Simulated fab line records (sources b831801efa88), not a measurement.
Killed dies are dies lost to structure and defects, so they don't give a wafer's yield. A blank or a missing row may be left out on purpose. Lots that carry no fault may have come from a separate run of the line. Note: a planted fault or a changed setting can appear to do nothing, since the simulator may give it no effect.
fab line records + flow sky130
record:
- lots: 12
- wafers: 36
- last-day: 50
route steps=708 shown SD_P@359 LI_CONTACT@375 LOCAL_INTERCONNECT@387 PAD_OPEN@708
lots untouched by any fault: they come from a run of this same line in which no faults occurred
start-h: the number of hours between the record's first day and the start of the first shown wafer of the lot + wait-h: time in hours since the lot's previous step + " unchanged from the row above + L1.1+2: one row covering several wafers at once + - value missing, or start not given + * or withheld: withheld + < > ~ a bound
route shown NAME@n: names a module that has steps shown in the file, with the first one's number in the route + usual: the fault-free wafers' mean and standard deviation + same: alike in all rows + chamber/n: place in a boat + sites: each site's reading + _std_site: standard deviation of those values + _edge_site: the outer-site mean with the inner-site mean subtracted + radius-mm: for every site, how far away it sits from the centre of the wafer + mask NAME#n: copy n + behind: tool/chamber where the wafer was last shaped + hold: reason for holding the lot/hours on hold/outcome of the hold + device: the n, p or np transistor that did not switch + end of line: tests of these same wafers at the route's end + step lacking rows: just its recipe + killed: count of dies lost to structure and defects at first sort (not the wafer's yield) + map: dies across one wafer; x = killed, . = not, _ = none there
set.NAME: the run value of the setting; set.NAME@STEP: its run value at that earlier step + model.NAME: the simulator's own value behind a step, which no gauge read
route steps across a sampled set of lots; one table per step, one row per wafer
services: a tool's chamber out of use, with start hour (start-h, from the record's first day; less than 0 if before it), hours out, and reason
== steps ==
step: SKY_SD_N_RS_MEAS_17
recipe:
- thk-meas-gauge: four-point-probe
usual:
- SD_P_RS: 147.1/0.36
| lot.wafer | tool          | chamber | start-h | wait-h | SD_P_RS[ohm/sq] |
|-----------|---------------|---------|---------|--------|-----------------|
| L816.3    | film-metro-03 | -       | 655.76  | 0.1    | 146.6           |
| L816.5    | "             | -       | "       | "      | 146.3           |
| L816.6    | "             | -       | "       | "      | 146.4           |
| L817.2    | film-metro-04 | -       | 657.74  | 0.1    | 147.3           |
| L817.3    | "             | -       | "       | "      | 146.9           |
| L817.5    | "             | -       | "       | "      | 147.4           |
| L820.1    | film-metro-03 | -       | 688.27  | 0.1    | 147.1           |
| L820.2    | "             | -       | "       | "      | 147.3           |
| L820.6    | "             | -       | "       | "      | 146.8           |
| L821.1    | film-metro-04 | -       | 689.28  | 0.1    | 147.0           |
| L821.5    | "             | -       | "       | "      | 146.9           |
| L821.6    | "             | -       | "       | "      | 147.3           |
| L822.1    | film-metro-03 | -       | 702.74  | 0.1    | 147.5           |
| L822.2    | "             | -       | "       | "      | 147.6           |
| L822.5    | "             | -       | "       | "      | 147.7           |
| L824.3    | film-metro-04 | -       | 714.63  | 0.1    | 146.8           |
| L824.4    | "             | -       | "       | "      | 146.9           |
| L824.6    | "             | -       | "       | "      | 146.9           |
| L825.3    | film-metro-02 | -       | 716.84  | 0.1    | 146.9           |
| L825.5    | "             | -       | "       | "      | 147.6           |
| L825.6    | "             | -       | "       | "      | 147.2           |
| L826.1    | film-metro-03 | -       | 719.63  | 0.1    | 147.3           |
| L826.2    | "             | -       | "       | "      | 147.0           |
| L826.3    | "             | -       | "       | "      | 147.0           |
| L835.1    | film-metro-03 | -       | 792.05  | 0.1    | 147.4           |
| L835.2    | "             | -       | "       | "      | 147.1           |
| L835.6    | "             | -       | "       | "      | 147.1           |
| L834.1    | film-metro-02 | -       | 792.15  | 0.1    | 147.3           |
| L834.2    | "             | -       | "       | "      | 146.9           |
| L834.6    | "             | -       | "       | "      | 147.1           |
| L837.1    | film-metro-04 | -       | 814.83  | 0.1    | 147.5           |
| L837.2    | "             | -       | "       | "      | 147.1           |
| L837.5    | "             | -       | "       | "      | 147.1           |
| L839.2    | film-metro-03 | -       | 823.79  | 0.1    | 147.1           |
| L839.4    | "             | -       | "       | "      | 147.1           |
| L839.5    | "             | -       | "       | "      | 146.4           |
step: SKY_LI_CONTACT_OVL_MEAS_13
usual:
- LI_CONTACT_OVL: 5/5.4
| lot.wafer | tool       | chamber | start-h | wait-h | LI_CONTACT_OVL[nm] |
|-----------|------------|---------|---------|--------|--------------------|
| L816.3    | overlay-02 | -       | 684.08  | 0.1    | 8                  |
| L816.5    | "          | -       | "       | "      | 0                  |
| L816.6    | "          | -       | "       | "      | -1                 |
| L817.2    | overlay-02 | -       | 686.46  | 0.1    | -3                 |
| L817.3    | "          | -       | "       | "      | 1                  |
| L817.5    | "          | -       | "       | "      | 1                  |
| L820.1    | overlay-01 | -       | 716.30  | 0.1    | 4                  |
| L820.2    | "          | -       | "       | "      | 4                  |
| L820.6    | "          | -       | "       | "      | 0                  |
| L821.1    | overlay-01 | -       | 717.48  | 0.1    | 9                  |
| L821.5    | "          | -       | "       | "      | 6                  |
| L821.6    | "          | -       | "       | "      | 7                  |
| L822.1    | overlay-02 | -       | 731.60  | 0.1    | 15                 |
| L822.2    | "          | -       | "       | "      | 8                  |
| L822.5    | "          | -       | "       | "      | 7                  |
| L824.3    | overlay-02 | -       | 743.04  | 0.1    | 1                  |
| L824.4    | "          | -       | "       | "      | 2                  |
| L824.6    | "          | -       | "       | "      | 3                  |
| L825.3    | overlay-02 | -       | 744.86  | 0.1    | 8                  |
| L825.5    | "          | -       | "       | "      | 2                  |
| L825.6    | "          | -       | "       | "      | 3                  |
| L826.1    | overlay-01 | -       | 747.13  | 0.1    | 2                  |
| L826.2    | "          | -       | "       | "      | -8                 |
| L826.3    | "          | -       | "       | "      | -6                 |
| L835.1    | overlay-01 | -       | 819.53  | 0.1    | 8                  |
| L835.2    | "          | -       | "       | "      | 7                  |
| L835.6    | "          | -       | "       | "      | 7                  |
| L834.1    | overlay-02 | -       | 819.69  | 0.1    | 9                  |
| L834.2    | "          | -       | "       | "      | 7                  |
| L834.6    | "          | -       | "       | "      | 4                  |
| L837.1    | overlay-02 | -       | 841.93  | 0.1    | -10                |
| L837.2    | "          | -       | "       | "      | -2                 |
| L837.5    | "          | -       | "       | "      | -7                 |
| L839.2    | overlay-01 | -       | 851.25  | 0.1    | 6                  |
| L839.4    | "          | -       | "       | "      | 6                  |
| L839.5    | "          | -       | "       | "      | 4                  |
step: SKY_LOCAL_INTERCONNECT_SPUTTER_00
recipe:
- material: TiN
- target-thk-nm: 100
- temp-c: 300
- power-w: 6500
- time-s: 83.3
- chamber-pressure-pa: 0.4
usual:
- cathode-dc-power-W: 6500.2/1.1
- chamber-pressure-pa: 0.4000/0.00077
- throttle-valve-pct: 30.2/0.94
| lot.wafer | tool           | chamber | start-h | wait-h | cathode-dc-power-W | chamber-pressure-pa | throttle-valve-pct |
|-----------|----------------|---------|---------|--------|--------------------|---------------------|--------------------|
| L816.3    | pvd-sputter-01 | -       | 685.27  | 0.1    | 6500.1             | 0.4007              | 30.1               |
| L816.5    | "              | -       | "       | "      | 6500.4             | 0.3999              | 30.5               |
| L816.6    | "              | -       | "       | "      | 6501.9             | 0.3996              | 31.8               |
| L817.2    | pvd-sputter-01 | -       | 687.65  | 0.2    | 6499.8             | 0.4000              | 30.1               |
| L817.3    | "              | -       | "       | "      | 6500.4             | 0.4001              | 31.3               |
| L817.5    | "              | -       | "       | "      | 6500.9             | 0.3990              | 30.3               |
| L820.1    | pvd-sputter-01 | -       | 717.50  | 0.1    | 6500.4             | 0.4009              | 31.4               |
| L820.2    | "              | -       | "       | "      | 6500.8             | 0.4008              | 29.8               |
| L820.6    | "              | -       | "       | "      | 6498.6             | 0.4014              | 30.7               |
| L821.1    | pvd-sputter-03 | -       | 718.68  | 0.1    | 6499.5             | 0.4005              | 28.3               |
| L821.5    | "              | -       | "       | "      | 6499.7             | 0.4007              | 30.1               |
| L821.6    | "              | -       | "       | "      | 6499.7             | 0.3995              | 28.5               |
| L822.1    | pvd-sputter-01 | -       | 732.81  | 0.2    | 6500.4             | 0.3996              | 31.5               |
| L822.2    | "              | -       | "       | "      | 6501.8             | 0.4004              | 31.1               |
| L822.5    | "              | -       | "       | "      | 6498.7             | 0.3998              | 30.1               |
| L824.3    | pvd-sputter-03 | -       | 744.23  | 0.1    | -                  | -                   | -                  |
| L824.4    | "              | -       | "       | "      | -                  | -                   | -                  |
| L824.6    | "              | -       | "       | "      | -                  | -                   | -                  |
| L825.3    | pvd-sputter-01 | -       | 746.05  | 0.1    | -                  | -                   | -                  |
| L825.5    | "              | -       | "       | "      | -                  | -                   | -                  |
| L825.6    | "              | -       | "       | "      | -                  | -                   | -                  |
| L826.1    | pvd-sputter-03 | -       | 748.34  | 0.1    | -                  | -                   | -                  |
| L826.2    | "              | -       | "       | "      | -                  | -                   | -                  |
| L826.3    | "              | -       | "       | "      | -                  | -                   | -                  |
| L835.1    | pvd-sputter-02 | -       | 820.73  | 0.1    | 6498.7             | 0.4010              | 29.9               |
| L835.2    | "              | -       | "       | "      | 6501.0             | 0.3997              | 29.2               |
| L835.6    | "              | -       | "       | "      | 6502.2             | 0.3992              | 28.5               |
| L834.1    | pvd-sputter-01 | -       | 820.90  | 0.2    | 6498.0             | 0.4001              | 29.8               |
| L834.2    | "              | -       | "       | "      | 6501.1             | 0.3992              | 30.3               |
| L834.6    | "              | -       | "       | "      | 6498.3             | 0.3993              | 29.8               |
| L837.1    | pvd-sputter-01 | -       | 843.15  | 0.2    | 6500.0             | 0.4021              | 30.2               |
| L837.2    | "              | -       | "       | "      | 6498.5             | 0.4006              | 29.6               |
| L837.5    | "              | -       | "       | "      | 6499.8             | 0.3996              | 31.4               |
| L839.2    | pvd-sputter-03 | -       | 852.50  | 0.1    | 6501.0             | 0.4003              | 28.5               |
| L839.4    | "              | -       | "       | "      | 6498.8             | 0.4004              | 30.1               |
| L839.5    | "              | -       | "       | "      | 6498.4             | 0.3988              | 28.6               |
step: SKY_LOCAL_INTERCONNECT_RS_MEAS_01
recipe:
- thk-meas-gauge: four-point-probe
- reads: TiN_of_LOCAL_INTERCONNECT_SPUTTER_00
usual:
- LOCAL_INTERCONNECT_TIN_RS: 14.23/0.15
| lot.wafer | tool          | chamber | start-h | wait-h | LOCAL_INTERCONNECT_TIN_RS[ohm/sq] |
|-----------|---------------|---------|---------|--------|-----------------------------------|
| L816.3    | film-metro-04 | -       | 685.37  | 0.1    | 14.39                             |
| L816.5    | "             | -       | "       | "      | 14.52                             |
| L816.6    | "             | -       | "       | "      | 14.25                             |
| L817.2    | film-metro-04 | -       | 687.73  | 0.1    | 14.13                             |
| L817.3    | "             | -       | "       | "      | 14.14                             |
| L817.5    | "             | -       | "       | "      | 14.20                             |
| L820.1    | film-metro-01 | -       | 717.56  | 0.0    | 14.19                             |
| L820.2    | "             | -       | "       | "      | 14.34                             |
| L820.6    | "             | -       | "       | "      | 14.24                             |
| L821.1    | film-metro-01 | -       | 718.74  | 0.0    | 13.97                             |
| L821.5    | "             | -       | "       | "      | 14.13                             |
| L821.6    | "             | -       | "       | "      | 14.03                             |
| L822.1    | film-metro-01 | -       | 732.87  | 0.0    | 14.25                             |
| L822.2    | "             | -       | "       | "      | 14.31                             |
| L822.5    | "             | -       | "       | "      | 14.13                             |
| L824.3    | film-metro-01 | -       | 744.33  | 0.1    | -                                 |
| L824.4    | "             | -       | "       | "      | -                                 |
| L824.6    | "             | -       | "       | "      | -                                 |
| L825.3    | film-metro-02 | -       | 746.15  | 0.1    | -                                 |
| L825.5    | "             | -       | "       | "      | -                                 |
| L825.6    | "             | -       | "       | "      | -                                 |
| L826.1    | film-metro-02 | -       | 748.41  | 0.0    | -                                 |
| L826.2    | "             | -       | "       | "      | -                                 |
| L826.3    | "             | -       | "       | "      | -                                 |
| L835.1    | film-metro-02 | -       | 820.79  | 0.0    | 14.26                             |
| L835.2    | "             | -       | "       | "      | 14.11                             |
| L835.6    | "             | -       | "       | "      | 14.09                             |
| L834.1    | film-metro-01 | -       | 820.97  | 0.0    | 14.30                             |
| L834.2    | "             | -       | "       | "      | 14.42                             |
| L834.6    | "             | -       | "       | "      | 14.47                             |
| L837.1    | film-metro-02 | -       | 843.21  | 0.0    | 14.35                             |
| L837.2    | "             | -       | "       | "      | 14.34                             |
| L837.5    | "             | -       | "       | "      | 14.44                             |
| L839.2    | film-metro-04 | -       | 852.58  | 0.1    | 14.15                             |
| L839.4    | "             | -       | "       | "      | 14.27                             |
| L839.5    | "             | -       | "       | "      | 14.08                             |
step: SKY_LOCAL_INTERCONNECT_THK_MEAS_02
recipe:
- thk-meas-gauge: xrf
- reads: TiN_of_LOCAL_INTERCONNECT_SPUTTER_00
usual:
- LOCAL_INTERCONNECT_TIN_THK: 100.0/1.2
| lot.wafer | tool          | chamber | start-h | wait-h | LOCAL_INTERCONNECT_TIN_THK[nm] |
|-----------|---------------|---------|---------|--------|--------------------------------|
| L816.3    | film-metro-04 | -       | 685.47  | 0.1    | 98.5                           |
| L816.5    | "             | -       | "       | "      | 98.3                           |
| L816.6    | "             | -       | "       | "      | 99.4                           |
| L817.2    | film-metro-04 | -       | 687.84  | 0.1    | 100.0                          |
| L817.3    | "             | -       | "       | "      | 100.2                          |
| L817.5    | "             | -       | "       | "      | 100.2                          |
| L820.1    | film-metro-01 | -       | 717.68  | 0.1    | 100.4                          |
| L820.2    | "             | -       | "       | "      | 99.4                           |
| L820.6    | "             | -       | "       | "      | 100.3                          |
| L821.1    | film-metro-01 | -       | 718.86  | 0.1    | 102.2                          |
| L821.5    | "             | -       | "       | "      | 100.4                          |
| L821.6    | "             | -       | "       | "      | 101.5                          |
| L822.1    | film-metro-01 | -       | 732.99  | 0.1    | 100.4                          |
| L822.2    | "             | -       | "       | "      | 99.8                           |
| L822.5    | "             | -       | "       | "      | 101.1                          |
| L824.3    | film-metro-01 | -       | 744.43  | 0.1    | <0.0                           |
| L824.4    | "             | -       | "       | "      | <0.0                           |
| L824.6    | "             | -       | "       | "      | <0.0                           |
| L825.3    | film-metro-02 | -       | 746.25  | 0.1    | <0.0                           |
| L825.5    | "             | -       | "       | "      | <0.0                           |
| L825.6    | "             | -       | "       | "      | <0.0                           |
| L826.1    | film-metro-02 | -       | 748.53  | 0.1    | <0.0                           |
| L826.2    | "             | -       | "       | "      | <0.0                           |
| L826.3    | "             | -       | "       | "      | <0.0                           |
| L835.1    | film-metro-02 | -       | 820.91  | 0.1    | 100.2                          |
| L835.2    | "             | -       | "       | "      | 101.0                          |
| L835.6    | "             | -       | "       | "      | 101.0                          |
| L834.1    | film-metro-01 | -       | 821.09  | 0.1    | 100.4                          |
| L834.2    | "             | -       | "       | "      | 98.3                           |
| L834.6    | "             | -       | "       | "      | 98.8                           |
| L837.1    | film-metro-02 | -       | 843.33  | 0.1    | 99.4                           |
| L837.2    | "             | -       | "       | "      | 99.5                           |
| L837.5    | "             | -       | "       | "      | 98.8                           |
| L839.2    | film-metro-04 | -       | 852.69  | 0.1    | 100.7                          |
| L839.4    | "             | -       | "       | "      | 99.0                           |
| L839.5    | "             | -       | "       | "      | 100.7                          |
step: SKY_LOCAL_INTERCONNECT_CD_MEAS_11
recipe:
- target-cd-nm: 170
usual:
- cd-nm: 170.3/1.7
| lot.wafer | tool      | chamber | start-h | wait-h | cd-nm |
|-----------|-----------|---------|---------|--------|-------|
| L816.3    | cd-sem-01 | -       | 713.50  | -      | 170.4 |
| L816.5    | "         | -       | "       | "      | 170.3 |
| L816.6    | "         | -       | "       | "      | 169.9 |
| L817.2    | cd-sem-02 | -       | 714.95  | -      | 170.5 |
| L817.3    | "         | -       | "       | "      | 171.6 |
| L817.5    | "         | -       | "       | "      | 170.2 |
| L820.1    | cd-sem-01 | -       | 744.08  | -      | 173.5 |
| L820.2    | "         | -       | "       | "      | 172.9 |
| L820.6    | "         | -       | "       | "      | 173.3 |
| L821.1    | cd-sem-01 | -       | 746.07  | -      | 170.2 |
| L821.5    | "         | -       | "       | "      | 171.3 |
| L821.6    | "         | -       | "       | "      | 169.5 |
| L822.1    | cd-sem-01 | -       | 760.08  | -      | 165.9 |
| L822.2    | "         | -       | "       | "      | 168.4 |
| L822.5    | "         | -       | "       | "      | 169.1 |
| L824.3    | cd-sem-01 | -       | 771.51  | -      | 167.9 |
| L824.4    | "         | -       | "       | "      | 168.0 |
| L824.6    | "         | -       | "       | "      | 167.5 |
| L825.3    | cd-sem-02 | -       | 773.45  | -      | 169.7 |
| L825.5    | "         | -       | "       | "      | 170.6 |
| L825.6    | "         | -       | "       | "      | 169.5 |
| L826.1    | cd-sem-01 | -       | 774.73  | -      | 168.7 |
| L826.2    | "         | -       | "       | "      | 166.9 |
| L826.3    | "         | -       | "       | "      | 169.0 |
| L835.1    | cd-sem-02 | -       | 847.48  | -      | 169.1 |
| L835.2    | "         | -       | "       | "      | 169.4 |
| L835.6    | "         | -       | "       | "      | 167.8 |
| L834.1    | cd-sem-02 | -       | 847.82  | -      | 168.2 |
| L834.2    | "         | -       | "       | "      | 167.9 |
| L834.6    | "         | -       | "       | "      | 167.8 |
| L837.1    | cd-sem-02 | -       | 867.67  | -      | 172.4 |
| L837.2    | "         | -       | "       | "      | 173.1 |
| L837.5    | "         | -       | "       | "      | 172.6 |
| L839.2    | cd-sem-01 | -       | 878.05  | -      | 171.9 |
| L839.4    | "         | -       | "       | "      | 172.8 |
| L839.5    | "         | -       | "       | "      | 171.8 |
step: SKY_PAD_OPEN_PROBE_99
usual:
- killed_at_M0_to_M3: 44/7.3
- killed_at_M4_up: 3.0/1.9
- killed-at-contacts: 24/5
- killed-at-front-end: 16/4.5
- killed-at-other: 0.3/0.46
- killed-dies: 87/10
- killed-on-rim: 17/3.5
- killed-open: 47/8.3
- killed-short: 39/6.4
same:
- gross-dies: 492
- killed-at-back-side: 0
| lot.wafer | tool      | chamber | start-h | wait-h | killed_at_M0_to_M3 | killed_at_M4_up | killed-at-contacts | killed-at-front-end | killed-at-other | killed-dies | killed-on-rim | killed-open | killed-short |
|-----------|-----------|---------|---------|--------|--------------------|-----------------|--------------------|---------------------|-----------------|-------------|---------------|-------------|--------------|
| L822.1    | prober-02 | -       | 1115.58 | 0.1    | 50                 | 2               | 20                 | 9                   | 0               | 81          | 21            | 34          | 47           |
| L822.2    | prober-02 | -       | 1115.63 | 0.1    | 44                 | 6               | 27                 | 15                  | 0               | 92          | 16            | 51          | 41           |
| L822.5    | prober-02 | -       | 1115.78 | 0.2    | 29                 | 0               | 15                 | 8                   | 1               | 53          | 10            | 33          | 20           |
| L824.3    | prober-01 | -       | 1122.85 | 0.2    | 12                 | 0               | 474                | 6                   | 0               | 492         | 96            | 13          | 9            |
| L824.4    | prober-01 | -       | 1122.90 | 0.2    | 11                 | 0               | 476                | 5                   | 0               | 492         | 96            | 13          | 7            |
| L824.6    | prober-01 | -       | 1123.00 | 0.2    | 14                 | 1               | 472                | 5                   | 0               | 492         | 96            | 17          | 8            |
| L825.3    | prober-02 | -       | 1125.03 | 0.2    | 9                  | 1               | 480                | 2                   | 0               | 492         | 96            | 10          | 7            |
| L825.5    | prober-02 | -       | 1125.13 | 0.2    | 3                  | 0               | 484                | 5                   | 0               | 492         | 96            | 9           | 4            |
| L825.6    | prober-02 | -       | 1125.18 | 0.2    | 9                  | 0               | 483                | 0                   | 0               | 492         | 96            | 5           | 5            |
| L826.1    | prober-01 | -       | 1127.10 | 0.1    | 11                 | 1               | 479                | 1                   | 0               | 492         | 96            | 10          | 8            |
| L826.2    | prober-01 | -       | 1127.15 | 0.1    | 6                  | 0               | 486                | 0                   | 0               | 492         | 96            | 6           | 4            |
| L826.3    | prober-01 | -       | 1127.20 | 0.2    | 7                  | 2               | 479                | 4                   | 0               | 492         | 96            | 10          | 9            |
| L834.1    | prober-01 | -       | 1177.17 | 0.1    | 40                 | 2               | 28                 | 13                  | 0               | 83          | 16            | 48          | 35           |
| L834.2    | prober-01 | -       | 1177.22 | 0.1    | 33                 | 3               | 20                 | 20                  | 1               | 77          | 20            | 34          | 43           |
| L834.6    | prober-01 | -       | 1177.42 | 0.2    | 40                 | 6               | 19                 | 13                  | 0               | 78          | 14            | 37          | 41           |
| L835.1    | prober-02 | -       | 1177.78 | 0.1    | 43                 | 8               | 17                 | 16                  | 0               | 84          | 14            | 42          | 42           |
| L835.2    | prober-02 | -       | 1177.83 | 0.1    | 36                 | 3               | 26                 | 23                  | 0               | 88          | 14            | 53          | 35           |
| L835.6    | prober-02 | -       | 1178.03 | 0.2    | 43                 | 3               | 18                 | 16                  | 0               | 80          | 10            | 48          | 32           |
| L837.1    | prober-02 | -       | 1189.19 | 0.1    | 45                 | 4               | 23                 | 8                   | 0               | 80          | 16            | 40          | 40           |
| L837.2    | prober-02 | -       | 1189.24 | 0.1    | 38                 | 7               | 20                 | 16                  | 1               | 82          | 14            | 47          | 35           |
| L837.5    | prober-02 | -       | 1189.39 | 0.2    | 42                 | 6               | 18                 | 9                   | 0               | 75          | 18            | 33          | 42           |
killed by level:class
L822.1 METAL1:geometric-particle:short=9 VIA2:geometric-particle:open=9 VIA1:geometric-particle:open=8 METAL2:geometric-particle:short=8 CONTACT:geometric-particle:open=6 LOCAL_INTERCONNECT:geometric-particle:short=5 METAL3:geometric-particle:short=4 VIA1:geometric-particle:short=4
L822.2 LI_CONTACT:geometric-particle:open=10 METAL1:geometric-particle:short=9 CONTACT:geometric-particle:open=8 VIA3:geometric-particle:open=7 VIA2:geometric-particle:open=6 METAL2:geometric-particle:short=5 POLY_GATE:geometric-particle:open=5 VIA1:geometric-particle:open=5
L822.5 VIA1:geometric-particle:open=9 CONTACT:geometric-particle:open=6 METAL1:geometric-particle:short=5 LI_CONTACT:geometric-particle:open=4 VIA2:geometric-particle:open=4 LOCAL_INTERCONNECT:geometric-particle:short=4 VIA3:geometric-particle:open=4 METAL2:geometric-particle:short=3
L824.3 LOCAL_INTERCONNECT:lost-pattern=469 METAL1:geometric-particle:short=4 VIA3:geometric-particle:open=3 FIELD_ISO:geometric-particle:open=2 POLY_GATE:geometric-particle:short=2 VIA1:geometric-particle:open=2 CONTACT:geometric-particle:open=2 VIA2:geometric-particle:open=2
L824.4 LOCAL_INTERCONNECT:lost-pattern=470 VIA1:geometric-particle:open=3 FIELD_ISO:geometric-particle:open=2 LI_CONTACT:geometric-particle:open=2 METAL2:geometric-particle:short=2 VIA2:geometric-particle:open=2 LOCAL_INTERCONNECT:area-sputter=2 SONOS_ONO:geometric-particle:open=1
L824.6 LOCAL_INTERCONNECT:lost-pattern=464 VIA1:geometric-particle:open=6 CONTACT:geometric-particle:open=3 METAL1:geometric-particle:short=3 LOCAL_INTERCONNECT:area-sputter=3 POLY_GATE:geometric-particle:open=2 VIA2:geometric-particle:open=2 VIA4:geometric-particle:short=1
L825.3 LOCAL_INTERCONNECT:lost-pattern=471 LOCAL_INTERCONNECT:area-sputter=4 LI_CONTACT:geometric-particle:open=3 METAL1:geometric-particle:short=2 VIA1:geometric-particle:short=2 VIA3:geometric-particle:open=2 FIELD_ISO:geometric-particle:open=1 POLY_GATE:geometric-particle:short=1
L825.5 LOCAL_INTERCONNECT:lost-pattern=477 FIELD_ISO:geometric-particle:open=2 LOCAL_INTERCONNECT:geometric-particle:short=2 LOCAL_INTERCONNECT:area-sputter=2 FIELD_ISO:geometric-particle:short=1 POLY_GATE:geometric-particle:open=1 SPACER:geometric-particle:open=1 LI_CONTACT:geometric-particle:short=1
L825.6 LOCAL_INTERCONNECT:lost-pattern=481 VIA3:geometric-particle:open=2 METAL1:geometric-particle:short=1 CONTACT:geometric-particle:open=1 VIA1:geometric-particle:open=1 VIA1:geometric-particle:short=1 METAL2:geometric-particle:open=1 METAL2:geometric-particle:short=1
L826.1 LOCAL_INTERCONNECT:lost-pattern=472 LI_CONTACT:geometric-particle:open=3 METAL2:geometric-particle:short=3 METAL1:geometric-particle:open=2 VIA1:geometric-particle:short=2 LOCAL_INTERCONNECT:area-sputter=2 FIELD_ISO:geometric-particle:short=1 LOCAL_INTERCONNECT:geometric-particle:open=1
L826.2 LOCAL_INTERCONNECT:lost-pattern=478 LOCAL_INTERCONNECT:area-sputter=4 CONTACT:geometric-particle:open=3 VIA2:geometric-particle:open=2 CONTACT:geometric-particle:short=1 METAL2:geometric-particle:short=1 VIA2:geometric-particle:short=1 METAL3:geometric-particle:short=1
L826.3 LOCAL_INTERCONNECT:lost-pattern=472 VIA1:geometric-particle:open=3 LI_CONTACT:geometric-particle:open=2 CONTACT:geometric-particle:open=2 VIA3:geometric-particle:short=2 METAL4:geometric-particle:short=2 FIELD_ISO:geometric-particle:open=1 POLY_GATE:geometric-particle:short=1
L834.1 LI_CONTACT:geometric-particle:open=10 METAL1:geometric-particle:short=8 CONTACT:geometric-particle:open=8 VIA3:geometric-particle:open=7 POLY_GATE:geometric-particle:short=6 VIA2:geometric-particle:open=6 POLY_GATE:geometric-particle:open=5 CONTACT:geometric-particle:short=5
L834.2 FIELD_ISO:geometric-particle:open=6 METAL1:geometric-particle:short=6 LI_CONTACT:geometric-particle:open=6 CONTACT:geometric-particle:open=6 VIA1:geometric-particle:open=6 VIA1:geometric-particle:short=5 FIELD_ISO:geometric-particle:short=4 METAL2:geometric-particle:short=4
L834.6 VIA3:geometric-particle:open=9 CONTACT:geometric-particle:open=8 POLY_GATE:geometric-particle:short=6 METAL4:geometric-particle:short=5 METAL1:geometric-particle:short=5 METAL2:geometric-particle:short=5 VIA2:geometric-particle:open=5 LOCAL_INTERCONNECT:geometric-particle:short=4
L835.1 CONTACT:geometric-particle:open=8 VIA3:geometric-particle:open=8 VIA1:geometric-particle:open=8 METAL4:geometric-particle:short=8 POLY_GATE:geometric-particle:open=6 METAL1:geometric-particle:short=5 VIA1:geometric-particle:short=5 VIA2:geometric-particle:short=5
L835.2 LI_CONTACT:geometric-particle:open=10 VIA1:geometric-particle:open=10 CONTACT:geometric-particle:open=8 POLY_GATE:geometric-particle:open=7 POLY_GATE:geometric-particle:short=7 METAL2:geometric-particle:short=5 VIA2:geometric-particle:open=4 CONTACT:geometric-particle:short=4
L835.6 VIA1:geometric-particle:open=22 CONTACT:geometric-particle:open=6 CONTACT:geometric-particle:short=6 VIA3:geometric-particle:open=4 POLY_GATE:geometric-particle:open=4 VIA1:geometric-particle:short=4 FIELD_ISO:geometric-particle:short=3 FIELD_ISO:geometric-particle:open=3
L837.1 METAL2:geometric-particle:short=9 VIA3:geometric-particle:open=9 VIA1:geometric-particle:open=8 CONTACT:geometric-particle:open=7 METAL1:geometric-particle:short=6 LI_CONTACT:geometric-particle:open=5 FIELD_ISO:geometric-particle:open=4 LOCAL_INTERCONNECT:geometric-particle:short=4
L837.2 CONTACT:geometric-particle:open=11 VIA2:geometric-particle:open=9 FIELD_ISO:geometric-particle:open=7 VIA1:geometric-particle:open=6 METAL4:geometric-particle:short=6 FIELD_ISO:geometric-particle:short=4 METAL1:geometric-particle:short=4 METAL2:geometric-particle:short=4
L837.5 CONTACT:geometric-particle:open=10 VIA1:geometric-particle:open=8 METAL1:geometric-particle:short=6 METAL2:geometric-particle:short=6 POLY_GATE:geometric-particle:short=5 METAL4:geometric-particle:short=5 CONTACT:geometric-particle:short=4 VIA1:geometric-particle:short=4
== services ==
| tool           | chamber | start-h | hours | kind                   |
|----------------|---------|---------|-------|------------------------|
| pvd-sputter-01 | 3       | 730.78  | -     | consumable-replace:kit |
| pvd-sputter-01 | 3       | 730.78  | 18.0  | scheduled-down         |
| pvd-sputter-01 | 3       | 730.78  | 18.0  | vent-cycle             |
| pvd-sputter-03 | 1       | 745.35  | -     | consumable-replace:kit |
| pvd-sputter-03 | 1       | 745.35  | 18.0  | scheduled-down         |
| pvd-sputter-03 | 1       | 745.35  | 18.0  | vent-cycle             |
| pvd-sputter-02 | -       | 766.11  | 1.9   | repair                 |
| pvd-sputter-03 | -       | 797.96  | 2.7   | repair                 |
| pvd-sputter-02 | -       | 837.47  | 10.3  | repair                 |
== key ==
first-sign:
- step: SKY_LOCAL_INTERCONNECT_SPUTTER_00
- reading: tool-record
- direction: missing
effect:
- step: SKY_LOCAL_INTERCONNECT_RS_MEAS_01
- reading: LOCAL_INTERCONNECT_TIN_RS
- direction: missing
effect:
- step: SKY_LOCAL_INTERCONNECT_THK_MEAS_02
- reading: LOCAL_INTERCONNECT_TIN_THK
- direction: down
- sigmas: 86
- usual: 100.0
- struck: <0.0
effect:
- step: SKY_PAD_OPEN_PROBE_99
- reading: killed-at-contacts
- direction: up
- sigmas: 91
- usual: 24
- struck: 479
met-at SKY_LOCAL_INTERCONNECT_SPUTTER_00
struck-lots L824,L825,L826
later-rows-left-out L824.3,L824.4,L824.6,L825.3,L825.5,L825.6,L826.1,L826.2,L826.3
tester-left-out L824,L825,L826
not-acting-at SKY_SD_N_RS_MEAS_17,SKY_LI_CONTACT_OVL_MEAS_13,SKY_LOCAL_INTERCONNECT_CD_MEAS_11
onset-between 732.81 744.23
fault:
- kind: skipped-step-whole
- tool: pvd-sputter-01,pvd-sputter-03
- chamber: -
- onset-h: 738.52
- steps: SKY_LOCAL_INTERCONNECT_SPUTTER_00
- scope: struck-lots-only
tester-left-out: of these lots the tester's yield and bins aren't shown, on N5 and GAA mostly nor the transistor test; their killed dies are dies lost to structure and defects alone, not to doping, threshold or leakage, so they don't give the yield
later-rows-left-out: the simulator's readings of these wafers behind a module that went badly wrong aren't trusted and aren't shown, but for the sort
